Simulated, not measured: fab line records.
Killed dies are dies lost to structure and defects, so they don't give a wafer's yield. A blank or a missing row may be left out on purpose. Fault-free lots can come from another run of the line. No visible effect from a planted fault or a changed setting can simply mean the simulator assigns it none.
Check of tool commonality -- flow gf180mcu -- 13 lots, 39 wafers sampled

THE REASON FOR OPENING IT
At GF_POLY_GATE_THK_MEAS_01 the reading POLY_GATE_CVD_00_THK is flagged on 2 of 13 lots. Wafers without a fault read 199.5 nm, standard deviation 1.7.
Rule: a lot is flagged when every wafer of it that has a number lies more than 4 standard deviations from that mean, or none has a number. The other lots count as sound.

lot,measured,on,"POLY_GATE_CVD_00_THK (nm), wafer by wafer",flag
L800,day 8 11:57,film_metro-03,200.1 200.9 199.8,
L801,day 8 19:32,film_metro-04,200.2 200.2 198.2,
L802,day 9 00:47,film_metro-03,201.4 200.3 202.4,
L803,day 9 11:31,film_metro-04,196.7 196.9 196.6,
L804,day 9 17:28,film_metro-04,201.4 199.9 201.6,
L805,day 9 23:11,film_metro-03,199.8 197.8 199.3,
L806,day 10 03:44,film_metro-04,198.8 197.6 197.8,
L807,day 10 10:29,film_metro-03,200.6 200.4 201.6,
L808,day 10 19:05,film_metro-02,196.3 197.2 195.8,
L813,day 12 22:44,film_metro-04,222.8 223.2 222.6,FLAGGED
L815,day 13 04:48,film_metro-04,218.4 219.9 220.0,FLAGGED
L820,day 14 09:04,film_metro-03,198.4 198.2 199.0,
L819,day 14 09:05,film_metro-02,199.8 200.0 201.7,
Average over the flagged lots: 221.2 nm; offset from the usual +21.7 nm, equal to +13 standard deviations.

WHICH TOOL RAN EACH LOT
The record holds 1 process step before the reading, out of a route of 602 steps. Each cell gives the tool, then ch followed by the chambers the sampled wafers passed through, then the start.
lot,flag,GF_POLY_GATE_CVD_00
L800,,"lpcvd-01 ch 1, day 8 10:36"
L801,,"lpcvd-02 ch 1, day 8 18:13"
L802,,"lpcvd-02 ch 1, day 8 23:28"
L803,,"lpcvd-02 ch 0, day 9 09:30"
L804,,"lpcvd-01 ch 0, day 9 16:08"
L805,,"lpcvd-01 ch 1, day 9 21:52"
L806,,"lpcvd-02 ch 0, day 10 02:23"
L807,,"lpcvd-01 ch 1, day 10 09:10"
L808,,"lpcvd-01 ch 0, day 10 17:45"
L813,FLAGGED,"lpcvd-01 ch 1, day 12 21:24"
L815,FLAGGED,"lpcvd-01 ch 0, day 13 03:27"
L820,,"lpcvd-02 ch 1, day 14 07:43"
L819,,"lpcvd-02 ch 1, day 14 07:43"
What the steps here do:
- GF_POLY_GATE_CVD_00: deposits poly-Si, target thk 200 nm, time 1200 s.
- GF_POLY_GATE_THK_MEAS_01

FLAGGED AGAINST TOTAL, ONE TOOL AT A TIME (gauges that did the reading follow at the end)
step,tool,lots run,flagged,share of the flagged lots,sound lots run after its first flagged lot
GF_POLY_GATE_CVD_00,lpcvd-01,7,2,all,0
GF_POLY_GATE_CVD_00,lpcvd-02,6,0,none,-
GF_POLY_GATE_THK_MEAS_01,film_metro-02,2,0,none,-
GF_POLY_GATE_THK_MEAS_01,film_metro-03,5,0,none,-
GF_POLY_GATE_THK_MEAS_01,film_metro-04,6,2,all,0

THE TABLE: WHAT IT ALLOWS
In 2 table rows, all flagged lots were run: lpcvd-01 (GF_POLY_GATE_CVD_00), film_metro-04 (GF_POLY_GATE_THK_MEAS_01).
- lpcvd-01 at GF_POLY_GATE_CVD_00 ran 7 lots, 2 of them flagged. Last sound lot L808 at day 10 17:45, first flagged lot L813 at day 12 21:24; a fault beginning in between fits.
- film_metro-04 at GF_POLY_GATE_THK_MEAS_01 ran 6 lots, 2 of them flagged. Last sound lot L806 at day 10 03:44, first flagged lot L813 at day 12 22:44; a fault beginning in between fits.
Because each of these 2 tools fits a fault that began at some hour, counting lots does not separate them. More lots, or a look at what each step does to the wafer, might.

WHAT THE SIMULATOR HAD INSERTED
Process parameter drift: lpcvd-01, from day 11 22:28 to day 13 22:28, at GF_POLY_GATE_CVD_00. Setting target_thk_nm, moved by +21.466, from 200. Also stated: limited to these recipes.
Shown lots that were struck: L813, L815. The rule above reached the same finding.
